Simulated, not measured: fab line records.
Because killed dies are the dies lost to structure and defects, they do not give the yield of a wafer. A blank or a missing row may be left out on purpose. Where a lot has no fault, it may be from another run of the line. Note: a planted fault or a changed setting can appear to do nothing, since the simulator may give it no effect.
Which tool did it? ; flow sfq-line ; 7 lots (21 wafers sampled), 1 step of a 325-step route

WHAT THE GAUGES READ, wafer by wafer
SFQ_I4_OVL_MEAS_928.
lot;measured;on;I4_OVL (nm)
L629;day 40 12:29;overlay-01;1 0 -6
L631;day 45 00:09;overlay-02;-5 5 2
L635;day 47 13:59;overlay-01;-4 -5 -4
L637;day 52 20:51;overlay-02;-2 2 0
L643;day 57 11:42;overlay-01;-14 -11 -9
L646;day 58 02:48;overlay-02;-4 -7 -5
L650;day 65 15:16;overlay-01;-2 7 6

EACH LOT AND THE TOOL THAT RAN IT (in order: tool; ch and the chambers of the sampled wafers; start)
The record shows no process step preceding these readings.

THE ANSWER, worked out from the rows above alone
Rule: usual is defined by the lots themselves. Put in order of their means at a reading, lots are off if they are a third of the lots or fewer, leave a main group of 4 or more, and stand apart from it by a gap of 3 or more times the standard deviation of the main group's means; of several such gaps the widest counts. The tables above print the reading to a certain number of digits; a main group whose means all agree to those digits is not used. A lot without any number at a reading at which 4 lots or more have one is off too. Any other lot the step has rows for is counted as sound.
No lot is off on any of the readings shown, so nothing can be concluded from this.

WHAT THE SIMULATOR PUT IN
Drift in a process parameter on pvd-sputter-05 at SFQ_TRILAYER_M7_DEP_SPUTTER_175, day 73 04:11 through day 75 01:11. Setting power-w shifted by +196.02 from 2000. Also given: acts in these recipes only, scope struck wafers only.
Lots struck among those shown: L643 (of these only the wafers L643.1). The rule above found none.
